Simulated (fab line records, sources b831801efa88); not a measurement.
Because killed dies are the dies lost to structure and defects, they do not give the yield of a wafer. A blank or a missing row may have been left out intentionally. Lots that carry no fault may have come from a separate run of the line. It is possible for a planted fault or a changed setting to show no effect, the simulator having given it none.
fab line records -- flow sky130 -- part 2 of 2: steps 29 to 34 of 34
[record] lots = 5, wafers = 15, last_day = 50
route steps=708 shown VIA1@470 METAL2@483
lots that met no fault: taken from a fault-free run of the same line
start_h: the number of hours between the record's first day and the start of the first shown wafer of the lot -- wait_h: how many hours have passed since the lot's step before this one -- " identical to the entry in the row above -- L1.1+2: several wafers, shown together as one row -- - no value, or no start was given -- * or withheld: withheld -- < > ~ a bound
route shown NAME@n: NAME is a module with steps in the file, n the number in the route of the first one -- usual: mean/standard deviation taken from wafers without a fault -- same: alike in all rows -- chamber/n: place in a boat -- sites: per-site readings -- _std_site: the standard deviation of these -- _edge_site: inner sites' mean taken away from outer sites' mean -- radius_mm: how far each site lies from the wafer's centre -- mask NAME#n: copy n -- behind: the last tool/chamber to shape the wafer -- hold: why the lot was held/for how many hours/how that ended -- device: the transistor (n, p or np) that didn't switch -- end of line: the same wafers' tests at the end of the route -- a step with no rows: only its recipe -- killed: the dies lost at the first sort to structure and to defects; this is not the yield of the wafer -- map: dies across one wafer; x = killed, . = not, _ = none there
set.NAME: the setting that was run; set.NAME@STEP: the one run at that earlier step -- model.NAME: the simulator's own value behind a step, which no gauge read
lots at some steps of the route; a table a step, a row a wafer
services: a tool's chamber out of use, with start hour (start_h, from the record's first day; less than 0 if before it), hours out, and reason
[[steps]]
[step SKY_METAL2_CD_MEAS_15]
[recipe] target_cd_nm = 140
[usual] cd_nm = 139.6/1.6
lot.wafer,tool,chamber,start_h,wait_h,cd_nm
L087.1,cd_sem-02,-,922.20,-,140.8
L087.3,cd_sem-02,-,922.20,-,140.1
L087.4,cd_sem-02,-,922.20,-,139.8
L088.1,cd_sem-01,-,935.15,-,139.7
L088.3,cd_sem-01,-,935.15,-,139.3
L088.4,cd_sem-01,-,935.15,-,140.9
L091.2,cd_sem-01,-,944.90,-,142.2
L091.3,cd_sem-01,-,944.90,-,143.5
L091.6,cd_sem-01,-,944.90,-,141.9
L093.2,cd_sem-02,-,969.02,-,140.8
L093.3,cd_sem-02,-,969.02,-,139.2
L093.6,cd_sem-02,-,969.02,-,140.5
L095.1,cd_sem-02,-,980.43,-,138.7
L095.4,cd_sem-02,-,980.43,-,137.0
L095.5,cd_sem-02,-,980.43,-,138.4
[step SKY_METAL2_OVL_MEAS_16]
[usual] METAL2_OVL = -1/6.6
lot.wafer,tool,chamber,start_h,wait_h,METAL2_OVL[nm]
L087.1,overlay-02,-,922.32,0.1,6
L087.3,overlay-02,-,922.32,0.1,-2
L087.4,overlay-02,-,922.32,0.1,0
L088.1,overlay-02,-,935.28,0.1,4
L088.3,overlay-02,-,935.28,0.1,1
L088.4,overlay-02,-,935.28,0.1,-9
L091.2,overlay-01,-,945.01,0.1,3
L091.3,overlay-01,-,945.01,0.1,-3
L091.6,overlay-01,-,945.01,0.1,13
L093.2,overlay-02,-,969.12,0.1,-13
L093.3,overlay-02,-,969.12,0.1,-5
L093.6,overlay-02,-,969.12,0.1,-5
L095.1,overlay-02,-,980.55,0.1,-3
L095.4,overlay-02,-,980.55,0.1,11
L095.5,overlay-02,-,980.55,0.1,-3
[step SKY_METAL2_DESCUM_17]
[recipe] chemistry = O2, source_power_w = 150, bias_power_w = 0, pressure_mtorr = 10, temp_c = 40, time_s = 8
[usual] chamber_pressure_mTorr = 10.000/0.0091, drypump_motor_current_A = 5.74/0.2, oes_product_au = 1.014/0.013
[same] time_s = 8
lot.wafer,tool,chamber,start_h,wait_h,chamber_pressure_mTorr,drypump_motor_current_A,oes_product_au,rf_hours_counter_h
L087.1,rie_metal-01,1,922.35,0.0,10.026,5.47,1.019,18
L087.3,rie_metal-01,1,922.35,0.0,9.996,5.46,1.018,-
L087.4,rie_metal-01,1,922.35,0.0,10.005,5.46,1.014,-
L088.1,rie_metal-02,0,935.32,0.0,10.010,5.98,1.027,15
L088.3,rie_metal-02,1,935.32,0.0,9.990,5.54,0.999,-
L088.4,rie_metal-02,0,935.32,0.0,9.994,5.96,1.020,-
L091.2,rie_metal-02,0,945.04,0.0,10.005,5.99,1.029,16
L091.3,rie_metal-02,1,945.04,0.0,10.009,5.58,1.003,-
L091.6,rie_metal-02,0,945.04,0.0,9.995,6.00,1.032,-
L093.2,rie_metal-02,1,969.15,0.0,9.989,5.55,1.001,21
L093.3,rie_metal-02,1,969.15,0.0,10.006,5.55,1.006,-
L093.6,rie_metal-02,1,969.15,0.0,9.992,5.56,1.015,-
L095.1,rie_metal-01,1,980.59,0.0,10.005,5.49,1.009,21
L095.4,rie_metal-01,1,980.59,0.0,9.995,5.46,1.012,-
L095.5,rie_metal-01,1,980.59,0.0,10.009,5.48,1.006,-
[step SKY_METAL2_ETCH_18]
[recipe] chemistry = N2/H2, target = BARC, ion_energy_ev = 200, bias_w = 100, pressure_mtorr = 30, n2_flow_sccm = 100, h2_flow_sccm = 200, icp_w = 500, stop_on = SiO2, time_s = 45.9, target_depth_a = 600
[usual] chamber_pressure_mTorr = 29.999/0.03, drypump_motor_current_A = 5.75/0.2, oes_product_au = 0.855/0.0045, throttle_valve_pct = 13.224/0.0095
[same] time_s = 45.9
lot.wafer,tool,chamber,start_h,wait_h,chamber_pressure_mTorr,drypump_motor_current_A,oes_product_au,rf_hours_counter_h,throttle_valve_pct
L087.1,rie_metal-01,1,922.42,0.1,30.047,5.46,0.857,18,13.219
L087.3,rie_metal-01,1,922.42,0.1,30.030,5.48,0.852,-,13.233
L087.4,rie_metal-01,1,922.42,0.1,30.037,5.50,0.852,-,13.217
L088.1,rie_metal-02,0,935.35,0.0,30.040,5.99,0.856,15,13.230
L088.3,rie_metal-02,1,935.35,0.0,30.026,5.58,0.855,-,13.230
L088.4,rie_metal-02,0,935.35,0.0,29.981,5.99,0.855,-,13.229
L091.2,rie_metal-02,0,945.07,0.0,30.004,5.98,0.848,16,13.221
L091.3,rie_metal-02,1,945.07,0.0,29.960,5.57,0.856,-,13.227
L091.6,rie_metal-02,0,945.07,0.0,30.019,5.97,0.860,-,13.231
L093.2,rie_metal-02,1,969.18,0.0,29.969,5.58,0.848,21,13.222
L093.3,rie_metal-02,1,969.18,0.0,29.998,5.57,0.854,-,13.222
L093.6,rie_metal-02,1,969.18,0.0,29.948,5.58,0.864,-,13.219
L095.1,rie_metal-01,1,980.65,0.1,30.013,5.48,0.860,21,13.212
L095.4,rie_metal-01,1,980.65,0.1,29.975,5.47,0.856,-,13.231
L095.5,rie_metal-01,1,980.65,0.1,29.999,5.48,0.857,-,13.228
[step SKY_METAL2_METAL_ETCH_19]
[recipe] target_depth_a = 3600, stop_on = SiO2, over_etch_frac = 0.3, time_s = 78, chemistry = Cl2/BCl3, resist_sidewall_deg = 88, pressure_mtorr = 10, icp_w = 900, bias_w = 48.5, Cl2_flow_sccm = 60, bcl3_flow_sccm = 30
[usual] chamber_pressure_mTorr = 10.001/0.0089, drypump_motor_current_A = 5.74/0.2, oes_product_au = 0.853/0.0063, throttle_valve_pct = 22.265/0.0091
[same] time_s = 78
lot.wafer,tool,chamber,start_h,wait_h,chamber_pressure_mTorr,drypump_motor_current_A,oes_product_au,rf_hours_counter_h,throttle_valve_pct
L087.1,rie_metal-01,1,922.54,0.1,9.993,5.47,0.849,18,22.258
L087.3,rie_metal-01,1,922.54,0.1,10.003,5.49,0.860,-,22.269
L087.4,rie_metal-01,1,922.54,0.1,10.002,5.51,0.850,-,22.267
L088.1,rie_metal-02,0,935.41,0.0,9.995,5.97,0.849,15,22.260
L088.3,rie_metal-02,1,935.41,0.0,9.995,5.57,0.852,-,22.268
L088.4,rie_metal-02,0,935.41,0.0,10.007,5.95,0.839,-,22.259
L091.2,rie_metal-02,0,945.13,0.0,9.996,5.98,0.846,16,22.250
L091.3,rie_metal-02,1,945.13,0.0,10.002,5.55,0.858,-,22.268
L091.6,rie_metal-02,0,945.13,0.0,9.997,5.99,0.859,-,22.267
L093.2,rie_metal-02,1,969.25,0.0,10.009,5.57,0.844,21,22.261
L093.3,rie_metal-02,1,969.25,0.0,9.997,5.54,0.853,-,22.266
L093.6,rie_metal-02,1,969.25,0.0,10.000,5.58,0.847,-,22.255
L095.1,rie_metal-01,1,980.78,0.1,9.993,5.49,0.848,21,22.278
L095.4,rie_metal-01,1,980.78,0.1,9.997,5.47,0.848,-,22.260
L095.5,rie_metal-01,1,980.78,0.1,9.994,5.49,0.848,-,22.272
[step SKY_METAL2_STRIP_20]
[recipe] chemistry = O2/N2, power_w = 1400, pressure_mtorr = 1500, platen_temp_c = withheld, o2_flow_sccm = 3000, n2_flow_sccm = 300, overash_fraction = 0.5
[usual] chamber_pressure_mTorr = 1500.1/1.4, drypump_motor_current_A = 5.4/0.43, oes_product_au = 0.340/0.0049, strip_time_to_endpoint_s = 2.63/0.066
lot.wafer,tool,chamber,start_h,wait_h,chamber_pressure_mTorr,drypump_motor_current_A,oes_product_au,rf_hours_counter_h,strip_time_to_endpoint_s
L087.1,plasma_asher-02,0,922.72,0.1,1499.7,5.2,0.344,50,2.61
L087.3,plasma_asher-02,1,922.72,0.1,1500.4,5.1,0.339,-,2.61
L087.4,plasma_asher-02,0,922.72,0.1,1501.2,5.2,0.341,-,2.61
L088.1,plasma_asher-04,1,935.50,0.1,1498.0,6.1,0.331,21,2.59
L088.3,plasma_asher-04,1,935.50,0.1,1500.8,6.1,0.342,-,2.70
L088.4,plasma_asher-04,0,935.50,0.1,1503.4,4.8,0.344,-,2.63
L091.2,plasma_asher-01,1,945.22,0.1,1499.7,5.4,0.335,76,2.57
L091.3,plasma_asher-01,0,945.22,0.1,1502.2,5.9,0.335,-,2.64
L091.6,plasma_asher-01,0,945.22,0.1,1500.4,5.9,0.331,-,2.59
L093.2,plasma_asher-01,1,969.34,0.1,1500.3,5.4,0.348,79,2.68
L093.3,plasma_asher-01,0,969.34,0.1,1502.2,5.9,0.346,-,2.69
L093.6,plasma_asher-01,0,969.34,0.1,1500.5,5.9,0.341,-,2.71
L095.1,plasma_asher-01,0,980.96,0.1,1500.2,5.9,0.337,80,2.62
L095.4,plasma_asher-01,0,980.96,0.1,1499.5,5.9,0.340,-,2.65
L095.5,plasma_asher-01,0,980.96,0.1,1500.8,5.9,0.336,-,2.64
[[services]]
tool,chamber,start_h,hours,kind
rie_diel-03,2,872.59,4.8,repair
krf_scanner-01,-,873.13,1.4,repair
pvd_sputter-03,-,878.04,2.4,repair
wet_bench-01,-,881.93,31.8,pm
rie_metal-01,-,882.57,28.1,pm
pvd_sputter-04,-,886.75,3.0,repair
plasma_asher-02,-,900.31,1.4,repair
rie_diel-03,1,902.04,4.2,repair
plasma_asher-04,-,903.98,1.1,repair
krf_scanner-01,-,907.43,4.3,repair
rie_metal-02,0,907.79,10.5,repair
krf_scanner-01,-,911.69,1.0,pm
cmp-02,-,912.19,4.0,pm
rie_diel-04,-,912.36,1.5,repair
krf_scanner-01,-,915.32,3.6,pm
krf_scanner-01,-,919.58,1.3,pm
cmp-02,-,934.79,0.2,repair
cmp-02,-,950.44,1.7,repair
krf_scanner-01,-,955.25,0.4,repair
rie_diel-02,2,967.03,2.4,repair
rie_metal-01,-,967.61,2.8,pm
rie_metal-01,0,970.98,10.6,repair
krf_scanner-02,-,971.77,0.8,pm
krf_scanner-02,-,980.66,1.3,pm
